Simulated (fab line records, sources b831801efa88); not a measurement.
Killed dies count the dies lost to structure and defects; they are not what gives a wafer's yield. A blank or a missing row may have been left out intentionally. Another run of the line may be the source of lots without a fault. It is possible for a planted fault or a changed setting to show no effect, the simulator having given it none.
fab line records	flow sky130
record lots=24	wafers=72	last_day=50
route steps=708 shown SD_P@330 METAL1@454 VIA2@521 CAPM@539
lots with no fault: from the same line, run without faults
start_h: the number of hours between the record's first day and the start of the first shown wafer of the lot	wait_h: how many hours have passed since the lot's step before this one	" identical to the entry in the row above	L1.1+2: a single row standing in for several wafers	- no value, or no start was given	* or withheld: withheld	< > ~ a bound
route shown NAME@n: NAME is a module with steps in the file, n the number in the route of the first one	usual: mean/standard deviation taken from wafers without a fault	same: alike in all rows	chamber/n: place in a boat	sites: per-site readings	_std_site: the values' standard deviation	_edge_site: outer sites' mean less inner sites'	radius_mm: for every site, how far away it sits from the centre of the wafer	mask NAME#n: copy n	behind: the most recent tool/chamber to have shaped the wafer	hold: why the lot went on hold/how many hours it stayed there/how the hold came to an end	device: whichever transistor did not switch (one of n, p or np)	end of line: tests run on the same wafers once the route is complete	a step with no rows: only its recipe	killed: at the first sort, the dies lost to defects and structure; wafer yield is something else	map: dies across one wafer; x = killed, . = not, _ = none there
set.NAME: the setting as run; set.NAME@STEP: as run at that earlier step	model.NAME: the simulator's own value behind a step, which no gauge read
route steps across a sampled set of lots; one table per step, one row per wafer
services: from which hour (start_h, from the record's first day; less than 0 if before it) a tool's chamber was out of use, for how many hours, and why
## steps
# step SKY_SD_P_STRIP_10
# recipe chemistry=O2/N2	power_w=1400	pressure_mtorr=1500	platen_temp_c=withheld	o2_flow_sccm=3000	n2_flow_sccm=300	overash_fraction=0.5
# usual drypump_motor_current_A=5.95/0.23	oes_product_au=0.617/0.0042	strip_time_to_endpoint_s=17.48/0.045
# same overash_fraction=0.5
lot.wafer	tool	chamber	start_h	wait_h	drypump_motor_current_A	oes_product_au	rf_hours_counter_h	strip_time_to_endpoint_s
L074.1	plasma_asher-01	1	585.92	0.1	5.62	0.624	77	17.47
L074.2	"	0	"	"	6.29	0.615	77	17.52
L074.3	"	0	"	"	6.28	0.622	-	17.51
L075.1	plasma_asher-04	1	592.22	0.1	5.90	0.623	18	17.53
L075.3	"	1	"	"	5.94	0.618	-	17.52
L075.6	"	1	"	"	5.90	0.620	-	17.54
L076.4	plasma_asher-04	0	606.90	0.1	6.02	0.615	-	17.54
L076.5	"	1	"	"	5.93	0.611	-	17.55
L076.6	"	0	"	"	6.03	0.616	-	17.54
L077.1	plasma_asher-01	0	625.72	0.1	6.30	0.624	81	17.49
L077.2	"	1	"	"	5.64	0.618	81	17.48
L077.3	"	0	"	"	6.29	0.621	-	17.50
L078.1	plasma_asher-03	0	626.92	0.1	5.65	0.612	95	17.49
L078.2	"	1	"	"	6.13	0.619	95	17.54
L078.5	"	1	"	"	6.16	0.628	-	17.54
L080.1	plasma_asher-01	0	633.99	0.1	6.27	0.616	82	17.57
L080.2	"	1	"	"	5.61	0.611	82	17.50
L080.5	"	1	"	"	5.62	0.609	-	17.50
L079.2	plasma_asher-03	0	635.92	0.1	5.65	0.613	96	17.46
L079.3	"	0	"	"	5.66	0.622	-	17.47
L079.6	"	1	"	"	6.15	0.609	-	17.45
L081.1	plasma_asher-04	0	644.52	0.1	6.03	0.619	23	17.50
L081.2	"	1	"	"	5.90	0.616	23	17.53
L081.6	"	1	"	"	5.92	0.619	-	17.53
L082.1	plasma_asher-01	0	671.52	0.1	6.28	0.619	86	17.43
L082.3	"	1	"	"	5.65	0.616	-	17.50
L082.6	"	0	"	"	6.27	0.622	-	17.44
L084.3	plasma_asher-01	0	674.40	0.1	6.32	0.630	-	17.53
L084.4	"	1	"	"	5.64	0.624	-	17.51
L084.6	"	1	"	"	5.63	0.620	-	17.54
L083.3	plasma_asher-04	0	677.98	0.1	6.04	0.621	-	17.44
L083.4	"	1	"	"	5.91	0.620	-	17.43
L083.5	"	0	"	"	6.03	0.620	-	17.45
L085.1	plasma_asher-01	1	686.32	0.1	5.63	0.618	87	17.47
L085.4	"	1	"	"	5.64	0.615	-	17.44
L085.5	"	0	"	"	6.28	0.618	-	17.44
L086.2	plasma_asher-04	0	689.37	0.1	6.03	0.614	27	17.47
L086.3	"	1	"	"	5.91	0.618	-	17.47
L086.4	"	0	"	"	6.02	0.624	-	17.48
L087.1	plasma_asher-01	0	698.09	0.1	6.30	0.613	88	17.42
L087.3	"	1	"	"	5.64	0.613	-	17.42
L087.4	"	0	"	"	6.29	0.622	-	17.40
L088.3	plasma_asher-03	0	707.53	0.1	5.66	0.620	-	17.56
L088.4	"	1	"	"	6.18	0.621	-	17.47
L088.6	"	0	"	"	5.67	0.622	-	17.52
L089.3	plasma_asher-04	1	711.30	0.1	5.91	0.617	-	17.43
L089.4	"	0	"	"	6.01	0.620	-	17.46
L089.6	"	0	"	"	6.03	0.617	-	17.46
L090.2	plasma_asher-03	1	718.77	0.1	6.14	0.620	104	17.53
L090.3	"	1	"	"	6.17	0.617	-	17.46
L090.4	"	0	"	"	5.67	0.617	-	17.47
L091.2	plasma_asher-04	0	729.62	0.1	6.03	0.614	30	17.46
L091.4	"	1	"	"	5.94	0.615	-	17.42
L091.6	"	0	"	"	6.03	0.613	-	17.45
L092.2	plasma_asher-04	0	737.59	0.1	6.02	0.616	31	17.49
L092.3	"	1	"	"	5.93	0.621	-	17.53
L092.6	"	1	"	"	5.90	0.618	-	17.53
L094.2	plasma_asher-01	1	745.52	0.1	5.67	0.620	93	17.47
L094.3	"	1	"	"	5.66	0.612	-	17.45
L094.5	"	0	"	"	6.28	0.618	-	17.41
L095.1	plasma_asher-04	0	754.92	0.1	6.03	0.614	33	17.46
L095.2	"	1	"	"	5.89	0.611	33	17.51
L095.4	"	0	"	"	6.02	0.617	-	17.47
L093.1	plasma_asher-03	1	756.02	0.1	6.16	0.617	1	17.47
L093.3	"	0	"	"	5.65	0.619	-	17.54
L093.5	"	0	"	"	5.66	0.622	-	17.53
L096.1	plasma_asher-03	1	762.44	0.1	6.16	0.618	2	17.42
L096.2	"	0	"	"	5.66	0.614	2	17.39
L096.4	"	0	"	"	5.65	0.626	-	17.36
L097.1	plasma_asher-03	1	770.02	0.1	6.13	0.616	2	17.46
L097.4	"	1	"	"	6.17	0.618	-	17.42
L097.5	"	0	"	"	5.64	0.618	-	17.47
# step SKY_METAL1_STRIP_20
# recipe chemistry=O2/N2	power_w=1400	pressure_mtorr=1500	platen_temp_c=withheld	o2_flow_sccm=3000	n2_flow_sccm=300	overash_fraction=0.5
# usual drypump_motor_current_A=5.7/0.46	oes_product_au=0.343/0.005	strip_time_to_endpoint_s=2.69/0.065
# same overash_fraction=0.5
lot.wafer	tool	chamber	start_h	wait_h	drypump_motor_current_A	oes_product_au	rf_hours_counter_h	strip_time_to_endpoint_s
L074.1	plasma_asher-02	0	760.85	0.1	4.8	0.339	62	2.72
L074.2	"	1	"	"	5.8	0.353	62	2.75
L074.3	"	1	"	"	5.8	0.339	-	2.71
L075.1	plasma_asher-03	1	767.51	0.1	6.1	0.339	2	2.66
L075.3	"	0	"	"	5.7	0.352	-	2.67
L075.6	"	1	"	"	6.1	0.348	-	2.67
L076.4	plasma_asher-03	1	781.19	0.1	6.1	0.347	-	2.71
L076.5	"	0	"	"	5.7	0.349	-	2.70
L076.6	"	1	"	"	6.1	0.342	-	2.68
L077.1	plasma_asher-03	0	797.81	0.1	5.6	0.342	5	2.75
L077.2	"	1	"	"	6.2	0.334	5	2.53
L077.3	"	1	"	"	6.1	0.335	-	2.71
L078.1	plasma_asher-04	0	799.20	0.1	6.0	0.351	38	2.72
L078.2	"	1	"	"	5.9	0.346	38	2.52
L078.5	"	0	"	"	6.0	0.336	-	2.55
L080.1	plasma_asher-04	0	806.00	0.1	6.0	0.334	38	2.70
L080.2	"	1	"	"	5.9	0.343	38	2.74
L080.5	"	0	"	"	6.0	0.341	-	2.70
L079.2	plasma_asher-03	1	807.36	0.1	6.1	0.348	6	2.71
L079.3	"	0	"	"	5.6	0.347	-	2.73
L079.6	"	0	"	"	5.6	0.345	-	2.70
L081.1	plasma_asher-03	1	815.50	0.1	6.2	0.346	7	2.56
L081.2	"	0	"	"	5.7	0.349	7	2.74
L081.6	"	0	"	"	5.7	0.350	-	2.58
L082.1	plasma_asher-04	0	839.35	0.1	6.0	0.346	42	2.70
L082.3	"	1	"	"	5.9	0.339	-	2.69
L082.6	"	0	"	"	6.0	0.342	-	2.68
L084.3	plasma_asher-04	0	841.09	0.1	6.0	0.339	-	2.69
L084.4	"	1	"	"	5.9	0.334	-	2.72
L084.6	"	0	"	"	6.0	0.347	-	2.72
L083.3	plasma_asher-02	0	847.34	0.1	4.8	0.347	-	2.74
L083.4	"	1	"	"	5.8	0.334	-	2.70
L083.5	"	0	"	"	4.8	0.344	-	2.71
L085.1	plasma_asher-03	1	854.80	0.1	6.2	0.335	11	2.56
L085.4	"	0	"	"	5.6	0.342	-	2.72
L085.5	"	0	"	"	5.7	0.348	-	2.70
L086.2	plasma_asher-03	1	856.10	0.1	6.2	0.339	11	2.56
L086.3	"	1	"	"	6.2	0.343	-	2.72
L086.4	"	0	"	"	5.7	0.342	-	2.61
L087.1	plasma_asher-02	1	866.19	0.1	5.8	0.337	72	2.65
L087.3	"	1	"	"	5.8	0.337	-	2.67
L087.4	"	0	"	"	4.8	0.344	-	2.67
L088.3	plasma_asher-02	0	874.19	0.1	4.8	0.355	-	2.70
L088.4	"	1	"	"	5.8	0.341	-	2.53
L088.6	"	0	"	"	4.8	0.339	-	2.74
L089.3	plasma_asher-02	1	877.54	0.1	5.8	0.347	-	2.71
L089.4	"	0	"	"	4.8	0.346	-	2.74
L089.6	"	0	"	"	4.8	0.348	-	2.70
L090.2	plasma_asher-03	0	882.90	0.1	5.7	0.348	13	2.77
L090.3	"	1	"	"	6.1	0.340	-	2.72
L090.4	"	0	"	"	5.7	0.344	-	2.76
L091.2	plasma_asher-02	0	895.06	0.1	4.8	0.335	75	2.70
L091.4	"	0	"	"	4.8	0.353	-	2.71
L091.6	"	1	"	"	5.8	0.340	-	2.56
L092.2	plasma_asher-02	0	903.21	0.1	4.8	0.332	76	2.74
L092.3	"	0	"	"	4.8	0.346	-	2.72
L092.6	"	1	"	"	5.8	0.343	-	2.76
L094.2	plasma_asher-04	1	910.95	0.1	5.9	0.339	49	2.74
L094.3	"	0	"	"	6.0	0.347	-	2.70
L094.5	"	0	"	"	6.0	0.337	-	2.69
L095.1	plasma_asher-02	1	919.34	0.1	5.8	0.344	78	2.75
L095.2	"	0	"	"	4.8	0.350	78	2.77
L095.4	"	0	"	"	4.8	0.340	-	2.75
L093.1	plasma_asher-02	0	919.65	0.1	4.8	0.339	78	2.66
L093.3	"	0	"	"	4.8	0.346	-	2.73
L093.5	"	1	"	"	5.8	0.346	-	2.76
L096.1	plasma_asher-04	0	925.60	0.1	6.0	0.342	51	2.66
L096.2	"	1	"	"	5.9	0.349	51	2.71
L096.4	"	0	"	"	6.0	0.337	-	2.74
L097.1	plasma_asher-04	1	932.45	0.1	5.9	0.349	51	2.71
L097.4	"	0	"	"	6.0	0.350	-	2.69
L097.5	"	1	"	"	5.9	0.342	-	2.66
# step SKY_VIA2_ETCH_14
# recipe chemistry=N2/H2	target=BARC	ion_energy_ev=200	source_w=500	bias_w=100	pressure_mtorr=30	n2_flow_sccm=100	h2_flow_sccm=200	stop_on=SiO2	time_s=45.9	target_depth_a=600
# usual drypump_motor_current_A=5.7/0.58	oes_product_au=0.855/0.0045	throttle_valve_pct=13.225/0.0089
lot.wafer	tool	chamber	start_h	wait_h	drypump_motor_current_A	oes_product_au	rf_hours_counter_h	throttle_valve_pct
L074.1	rie_diel-04	0	845.72	0.0	5.5	0.853	0	13.230
L074.2	"	2	"	"	6.4	0.865	16	13.240
L074.3	"	3	"	"	5.9	0.855	14	13.245
L075.1	rie_diel-04	1	850.07	0.0	5.1	0.858	16	13.235
L075.3	"	2	"	"	6.4	0.863	16	13.217
L075.6	"	0	"	"	5.5	0.852	-	13.238
L076.4	rie_diel-04	2	863.60	0.0	6.5	0.854	17	13.214
L076.5	"	0	"	"	5.5	0.858	-	13.235
L076.6	"	1	"	"	5.1	0.849	-	13.227
L077.1	rie_diel-03	0	882.02	0.0	5.8	0.861	9	13.228
L077.2	"	1	"	"	6.1	0.855	10	13.207
L077.3	"	2	"	"	6.4	0.861	20	13.232
L078.1	rie_diel-02	1	882.50	0.0	4.8	0.863	6	13.219
L078.2	"	0	"	"	5.2	0.848	23	13.227
L078.5	"	3	"	"	4.8	0.856	-	13.232
L080.1	rie_diel-03	0	888.97	0.0	5.8	0.856	9	13.227
L080.2	"	3	"	"	5.4	0.848	11	13.233
L080.5	"	1	"	"	6.0	0.849	-	13.215
L079.2	rie_diel-03	0	890.52	0.0	5.9	0.856	9	13.221
L079.3	"	2	"	"	6.4	0.848	20	13.223
L079.6	"	3	"	"	5.4	0.855	-	13.224
L081.1	rie_diel-03	2	898.62	0.0	6.4	0.852	21	13.234
L081.2	"	0	"	"	5.8	0.859	10	13.219
L081.6	"	1	"	"	6.0	0.851	-	13.225
L082.1	rie_diel-03	1	921.02	0.0	6.0	0.854	11	13.220
L082.3	"	0	"	"	5.8	0.859	10	13.222
L082.6	"	0	"	"	5.8	0.856	-	13.221
L084.3	rie_diel-04	0	922.39	0.0	5.5	0.853	3	13.209
L084.4	"	2	"	"	6.4	0.848	19	13.225
L084.6	"	0	"	"	5.5	0.861	-	13.225
L083.3	rie_diel-02	0	928.02	0.0	5.2	0.855	25	13.220
L083.4	"	3	"	"	4.8	0.855	23	13.215
L083.5	"	3	"	"	4.8	0.857	-	13.239
L085.1	rie_diel-04	1	935.50	0.0	5.1	0.851	18	13.221
L085.4	"	3	"	"	5.9	0.855	17	13.229
L085.5	"	3	"	"	5.9	0.855	-	13.238
L086.2	rie_diel-03	3	936.85	0.0	5.4	0.864	12	13.219
L086.3	"	0	"	"	5.9	0.854	11	13.212
L086.4	"	1	"	"	6.1	0.861	-	13.227
L087.1	rie_diel-03	3	947.62	0.0	5.3	0.862	13	13.222
L087.3	"	2	"	"	6.4	0.858	0	13.220
L087.4	"	1	"	"	6.0	0.849	12	13.229
L088.3	rie_diel-02	1	953.72	0.0	4.8	0.855	8	13.222
L088.4	"	0	"	"	5.2	0.859	26	13.232
L088.6	"	2	"	"	6.6	0.860	-	13.227
L089.3	rie_diel-04	1	957.17	0.0	5.1	0.854	19	13.215
L089.4	"	2	"	"	6.4	0.854	19	13.228
L089.6	"	2	"	"	6.4	0.857	-	13.233
L090.2	rie_diel-03	2	961.77	0.0	6.4	0.861	1	13.241
L090.3	"	3	"	"	5.4	0.850	13	13.221
L090.4	"	0	"	"	5.8	0.859	11	13.225
L091.2	rie_diel-04	0	973.30	0.0	5.5	0.852	4	13.238
L091.4	"	2	"	"	6.4	0.841	20	13.222
L091.6	"	2	"	"	6.5	0.853	-	13.223
L092.2	rie_diel-02	2	981.22	0.0	6.6	0.857	7	13.219
L092.3	"	3	"	"	4.8	0.850	24	13.226
L092.6	"	2	"	"	6.6	0.859	-	13.236
L094.2	rie_diel-03	3	988.62	0.0	5.4	0.851	14	13.224
L094.3	"	0	"	"	5.8	0.848	12	13.234
L094.5	"	3	"	"	5.4	0.858	-	13.225
L093.1	rie_diel-04	3	995.25	0.0	5.9	0.857	19	13.243
L093.3	"	1	"	"	5.1	0.848	20	13.228
L093.5	"	2	"	"	6.5	0.851	-	13.218
L095.1	rie_diel-02	2	995.92	0.0	6.6	0.859	7	13.215
L095.2	"	1	"	"	4.8	0.850	10	13.219
L095.4	"	1	"	"	4.8	0.864	-	13.223
L096.1	rie_diel-04	3	1001.57	0.0	5.9	0.859	19	13.208
L096.2	"	2	"	"	6.5	0.855	21	13.227
L096.4	"	0	"	"	5.5	0.861	5	13.228
L097.1	rie_diel-02	3	1008.17	0.0	4.8	0.866	25	13.226
L097.4	"	0	"	"	5.2	0.852	27	13.220
L097.5	"	2	"	"	6.7	0.855	-	13.239
# step SKY_CAPM_SPUTTER_02
# recipe material=TiN	target_thk_nm=200	temp_c=300	power_w=6500	time_s=166.7	chamber_pressure_pa=0.4
# usual cathode_dc_power_W=6500.0/1.2	throttle_valve_pct=30.1/0.96
lot.wafer	tool	chamber	start_h	wait_h	cathode_dc_power_W	throttle_valve_pct
L074.1	pvd_sputter-04	-	847.37	0.1	6500.6	28.3
L074.2	"	-	"	"	6501.1	30.4
L074.3	"	-	"	"	6499.2	30.1
L075.1	pvd_sputter-01	-	851.92	0.1	6500.6	30.8
L075.3	"	-	"	"	6498.6	30.4
L075.6	"	-	"	"	6500.3	29.3
L076.4	pvd_sputter-04	-	865.20	0.0	6500.1	29.3
L076.5	"	-	"	"	6501.4	29.6
L076.6	"	-	"	"	6500.6	30.3
L077.1	pvd_sputter-04	-	883.63	0.1	6500.5	28.5
L077.2	"	-	"	"	6500.7	30.4
L077.3	"	-	"	"	6500.4	29.3
L078.1	pvd_sputter-04	-	884.53	0.1	6499.3	30.5
L078.2	"	-	"	"	6500.5	28.2
L078.5	"	-	"	"	6500.6	28.5
L080.1	pvd_sputter-04	-	890.58	0.1	6499.7	29.2
L080.2	"	-	"	"	6500.7	28.3
L080.5	"	-	"	"	6500.2	28.7
L079.2	pvd_sputter-04	-	892.15	0.0	6501.6	30.7
L079.3	"	-	"	"	6500.3	29.2
L079.6	"	-	"	"	6499.6	29.4
L081.1	pvd_sputter-01	-	900.23	0.1	6500.5	30.7
L081.2	"	-	"	"	6497.6	29.6
L081.6	"	-	"	"	6499.9	31.0
L082.1	pvd_sputter-03	-	922.65	0.1	6497.5	29.4
L082.3	"	-	"	"	6497.7	31.9
L082.6	"	-	"	"	6501.9	31.6
L084.3	pvd_sputter-04	-	924.00	0.0	6499.5	30.6
L084.4	"	-	"	"	6500.2	28.7
L084.6	"	-	"	"	6499.1	30.3
L083.3	pvd_sputter-01	-	929.82	0.0	6498.8	30.5
L083.4	"	-	"	"	6501.2	29.5
L083.5	"	-	"	"	6498.4	30.4
L085.1	pvd_sputter-01	-	937.11	0.1	6500.9	30.2
L085.4	"	-	"	"	6498.5	29.6
L085.5	"	-	"	"	6500.1	30.9
L086.2	pvd_sputter-04	-	938.45	0.0	6499.9	29.1
L086.3	"	-	"	"	6500.7	30.2
L086.4	"	-	"	"	6499.9	28.4
L087.1	pvd_sputter-04	-	949.32	0.1	6499.6	29.3
L087.3	"	-	"	"	6499.4	29.0
L087.4	"	-	"	"	6501.8	30.2
L088.3	pvd_sputter-01	-	955.35	0.0	6501.0	29.7
L088.4	"	-	"	"	6501.1	31.0
L088.6	"	-	"	"	6497.9	29.5
L089.3	pvd_sputter-01	-	958.81	0.0	6499.4	29.7
L089.4	"	-	"	"	6497.9	30.9
L089.6	"	-	"	"	6500.2	31.5
L090.2	pvd_sputter-01	-	963.39	0.0	6499.3	30.2
L090.3	"	-	"	"	6501.4	29.4
L090.4	"	-	"	"	6499.1	31.7
L091.2	pvd_sputter-04	-	974.90	0.0	6500.3	29.5
L091.4	"	-	"	"	6500.2	30.7
L091.6	"	-	"	"	6499.6	30.2
L092.2	pvd_sputter-04	-	982.84	0.0	6501.0	30.4
L092.3	"	-	"	"	6501.9	28.4
L092.6	"	-	"	"	6501.2	29.9
L094.2	pvd_sputter-01	-	990.27	0.0	6500.5	29.4
L094.3	"	-	"	"	6500.1	31.5
L094.5	"	-	"	"	6500.0	30.9
L093.1	pvd_sputter-03	-	996.89	0.1	6500.0	29.6
L093.3	"	-	"	"	6498.3	31.5
L093.5	"	-	"	"	6498.3	31.8
L095.1	pvd_sputter-03	-	997.60	0.1	6498.8	31.1
L095.2	"	-	"	"	6498.1	29.5
L095.4	"	-	"	"	6502.7	31.7
L096.1	pvd_sputter-03	-	1003.18	0.1	6498.6	30.6
L096.2	"	-	"	"	6499.7	29.6
L096.4	"	-	"	"	6500.6	31.5
L097.1	pvd_sputter-03	-	1009.79	0.1	6500.9	31.5
L097.4	"	-	"	"	6497.9	30.9
L097.5	"	-	"	"	6500.4	29.2
# step SKY_CAPM_RS_MEAS_03
# recipe thk_meas_gauge=four-point-probe	reads=TiN_of_CAPM_SPUTTER_02
# usual CAPM_TIN_RS=6.89/0.093
lot.wafer	tool	chamber	start_h	wait_h	CAPM_TIN_RS[ohm/sq]
L074.1	film_metro-02	-	847.48	0.1	6.79
L074.2	"	-	"	"	6.92
L074.3	"	-	"	"	6.87
L075.1	film_metro-02	-	852.03	0.1	6.95
L075.3	"	-	"	"	6.96
L075.6	"	-	"	"	6.91
L076.4	film_metro-02	-	865.37	0.1	6.91
L076.5	"	-	"	"	6.93
L076.6	"	-	"	"	6.82
L077.1	film_metro-02	-	883.74	0.1	6.87
L077.2	"	-	"	"	6.88
L077.3	"	-	"	"	6.94
L078.1	film_metro-04	-	884.64	0.1	6.89
L078.2	"	-	"	"	6.83
L078.5	"	-	"	"	6.81
L080.1	film_metro-02	-	890.69	0.1	6.82
L080.2	"	-	"	"	6.74
L080.5	"	-	"	"	6.75
L079.2	film_metro-04	-	892.28	0.1	6.88
L079.3	"	-	"	"	6.97
L079.6	"	-	"	"	6.92
L081.1	film_metro-04	-	900.34	0.1	7.00
L081.2	"	-	"	"	6.92
L081.6	"	-	"	"	7.04
L082.1	film_metro-01	-	922.76	0.1	6.85
L082.3	"	-	"	"	6.85
L082.6	"	-	"	"	6.87
L084.3	film_metro-02	-	924.15	0.1	6.74
L084.4	"	-	"	"	6.70
L084.6	"	-	"	"	6.70
L083.3	film_metro-01	-	929.97	0.1	6.83
L083.4	"	-	"	"	6.88
L083.5	"	-	"	"	6.89
L085.1	film_metro-04	-	937.21	0.1	7.01
L085.4	"	-	"	"	7.07
L085.5	"	-	"	"	7.13
L086.2	film_metro-02	-	938.58	0.1	6.86
L086.3	"	-	"	"	6.92
L086.4	"	-	"	"	6.80
L087.1	film_metro-04	-	949.43	0.1	6.84
L087.3	"	-	"	"	6.84
L087.4	"	-	"	"	6.94
L088.3	film_metro-02	-	955.50	0.1	7.01
L088.4	"	-	"	"	7.04
L088.6	"	-	"	"	6.93
L089.3	film_metro-01	-	958.96	0.1	6.97
L089.4	"	-	"	"	7.05
L089.6	"	-	"	"	6.88
L090.2	film_metro-04	-	963.52	0.1	6.89
L090.3	"	-	"	"	6.87
L090.4	"	-	"	"	6.82
L091.2	film_metro-04	-	975.03	0.1	6.89
L091.4	"	-	"	"	6.93
L091.6	"	-	"	"	6.99
L092.2	film_metro-01	-	982.97	0.1	6.95
L092.3	"	-	"	"	6.86
L092.6	"	-	"	"	7.08
L094.2	film_metro-01	-	990.40	0.1	6.83
L094.3	"	-	"	"	6.76
L094.5	"	-	"	"	6.98
L093.1	film_metro-02	-	997.00	0.1	6.80
L093.3	"	-	"	"	6.96
L093.5	"	-	"	"	6.90
L095.1	film_metro-04	-	997.71	0.1	6.79
L095.2	"	-	"	"	6.82
L095.4	"	-	"	"	6.91
L096.1	film_metro-01	-	1003.29	0.1	6.93
L096.2	"	-	"	"	6.89
L096.4	"	-	"	"	6.97
L097.1	film_metro-01	-	1009.90	0.1	6.83
L097.4	"	-	"	"	6.72
L097.5	"	-	"	"	6.70
# step SKY_CAPM_STRIP_14
# recipe chemistry=O2/N2	power_w=1400	pressure_mtorr=1500	platen_temp_c=withheld	o2_flow_sccm=3000	n2_flow_sccm=300	overash_fraction=0.5
# usual drypump_motor_current_A=5.8/0.4	oes_product_au=0.710/0.0047	strip_time_to_endpoint_s=12.65/0.063
# same overash_fraction=0.5
lot.wafer	tool	chamber	start_h	wait_h	drypump_motor_current_A	oes_product_au	rf_hours_counter_h	strip_time_to_endpoint_s
L074.1	plasma_asher-04	0	873.62	0.1	6.0	0.706	45	12.65
L074.2	"	1	"	"	5.9	0.710	45	12.65
L074.3	"	0	"	"	6.0	0.706	-	12.62
L075.1	plasma_asher-03	1	877.58	0.1	6.2	0.706	13	12.66
L075.3	"	1	"	"	6.2	0.714	-	12.71
L075.6	"	1	"	"	6.2	0.716	-	12.71
L076.4	plasma_asher-02	1	891.41	0.1	5.8	0.704	-	12.51
L076.5	"	1	"	"	5.8	0.705	-	12.68
L076.6	"	0	"	"	4.8	0.705	-	12.55
L077.1	plasma_asher-04	1	908.82	0.1	5.9	0.713	49	12.66
L077.2	"	0	"	"	6.0	0.702	49	12.76
L077.3	"	0	"	"	6.0	0.708	-	12.72
L078.1	plasma_asher-02	0	910.58	0.1	4.8	0.706	77	12.56
L078.2	"	1	"	"	5.8	0.712	77	12.61
L078.5	"	0	"	"	4.8	0.708	-	12.58
L080.1	plasma_asher-03	1	915.62	0.1	6.1	0.709	16	12.68
L080.2	"	0	"	"	5.7	0.707	16	12.58
L080.5	"	0	"	"	5.7	0.713	-	12.64
L079.2	plasma_asher-04	0	917.63	0.1	6.0	0.717	50	12.63
L079.3	"	0	"	"	6.0	0.715	-	12.62
L079.6	"	1	"	"	5.9	0.722	-	12.63
L081.1	plasma_asher-03	0	925.28	0.1	5.6	0.711	17	12.59
L081.2	"	1	"	"	6.2	0.705	17	12.68
L081.6	"	0	"	"	5.6	0.710	-	12.62
L082.1	plasma_asher-04	1	946.93	0.1	5.9	0.710	53	12.68
L082.3	"	0	"	"	6.0	0.712	-	12.67
L082.6	"	0	"	"	6.0	0.711	-	12.71
L084.3	plasma_asher-03	1	949.01	0.1	6.1	0.714	-	12.66
L084.4	"	0	"	"	5.6	0.706	-	12.62
L084.6	"	0	"	"	5.7	0.714	-	12.62
L083.3	plasma_asher-02	0	954.71	0.1	4.8	0.706	-	12.71
L083.4	"	1	"	"	5.8	0.706	-	12.65
L083.5	"	1	"	"	5.8	0.711	-	12.70
L085.1	plasma_asher-04	1	960.87	0.1	5.9	0.720	54	12.64
L085.4	"	1	"	"	5.9	0.713	-	12.59
L085.5	"	1	"	"	5.9	0.708	-	12.65
L086.2	plasma_asher-04	0	962.63	0.1	6.0	0.708	54	12.65
L086.3	"	0	"	"	6.0	0.702	-	12.68
L086.4	"	1	"	"	5.9	0.711	-	12.64
L087.1	plasma_asher-04	1	973.53	0.1	5.9	0.712	55	12.66
L087.3	"	0	"	"	6.0	0.704	-	12.68
L087.4	"	1	"	"	5.9	0.702	-	12.68
L088.3	plasma_asher-02	1	979.36	0.1	5.9	0.705	-	12.64
L088.4	"	0	"	"	4.8	0.716	-	12.62
L088.6	"	1	"	"	5.8	0.706	-	12.64
L089.3	plasma_asher-02	1	982.56	0.1	5.8	0.709	-	12.68
L089.4	"	0	"	"	4.8	0.707	-	12.59
L089.6	"	0	"	"	4.8	0.704	-	12.61
L090.2	plasma_asher-03	0	987.43	0.1	5.6	0.712	23	12.81
L090.3	"	0	"	"	5.6	0.709	-	12.79
L090.4	"	1	"	"	6.1	0.705	-	12.71
L091.2	plasma_asher-03	0	998.88	0.1	5.7	0.711	24	12.67
L091.4	"	0	"	"	5.7	0.715	-	12.68
L091.6	"	1	"	"	6.2	0.712	-	12.69
L092.2	plasma_asher-02	1	1006.93	0.1	5.8	0.717	85	12.65
L092.3	"	0	"	"	4.8	0.711	-	12.64
L092.6	"	1	"	"	5.8	0.717	-	12.65
L094.2	plasma_asher-04	0	1013.38	0.1	6.0	0.706	60	12.74
L094.3	"	1	"	"	5.9	0.713	-	12.71
L094.5	"	1	"	"	5.9	0.700	-	12.65
L093.1	plasma_asher-03	1	1019.68	0.1	6.2	0.718	27	12.55
L093.3	"	1	"	"	6.2	0.706	-	12.53
L093.5	"	0	"	"	5.7	0.712	-	12.66
L095.1	plasma_asher-03	0	1020.78	0.1	5.7	0.707	27	12.65
L095.2	"	1	"	"	6.1	0.702	27	12.72
L095.4	"	0	"	"	5.7	0.709	-	12.71
L096.1	plasma_asher-04	1	1026.37	0.1	5.9	0.702	61	12.67
L096.2	"	0	"	"	6.0	0.717	61	12.53
L096.4	"	0	"	"	6.0	0.705	-	12.62
L097.1	plasma_asher-03	0	1032.70	0.1	5.6	0.708	28	12.55
L097.4	"	1	"	"	6.2	0.705	-	12.58
L097.5	"	0	"	"	5.7	0.704	-	12.54
## services
tool	chamber	start_h	hours	kind
rie_diel-03	2	562.62	4.9	repair
pvd_sputter-04	-	567.36	3.9	repair
pvd_sputter-04	-	577.49	3.0	repair
plasma_asher-03	-	590.43	0.4	repair
rie_diel-04	2	596.16	9.6	repair
rie_diel-03	3	609.76	6.2	repair
rie_diel-04	-	627.88	2.8	pm
rie_diel-03	-	645.07	2.6	repair
plasma_asher-04	-	692.03	7.9	repair
pvd_sputter-04	-	701.80	4.4	repair
plasma_asher-04	-	705.02	1.2	repair
pvd_sputter-04	-	710.67	3.2	repair
plasma_asher-03	-	711.27	0.8	repair
plasma_asher-03	-	733.75	9.0	pm
plasma_asher-03	-	847.74	0.4	repair
plasma_asher-03	-	859.23	1.7	repair
plasma_asher-03	-	871.46	2.8	repair
plasma_asher-02	-	886.01	0.6	repair
plasma_asher-03	-	916.25	6.7	repair
plasma_asher-02	-	929.35	5.5	repair
pvd_sputter-04	-	939.48	7.5	repair
plasma_asher-03	-	942.82	0.3	repair
plasma_asher-04	-	977.56	0.6	repair
plasma_asher-02	-	985.82	14.6	pm
## key
fault none
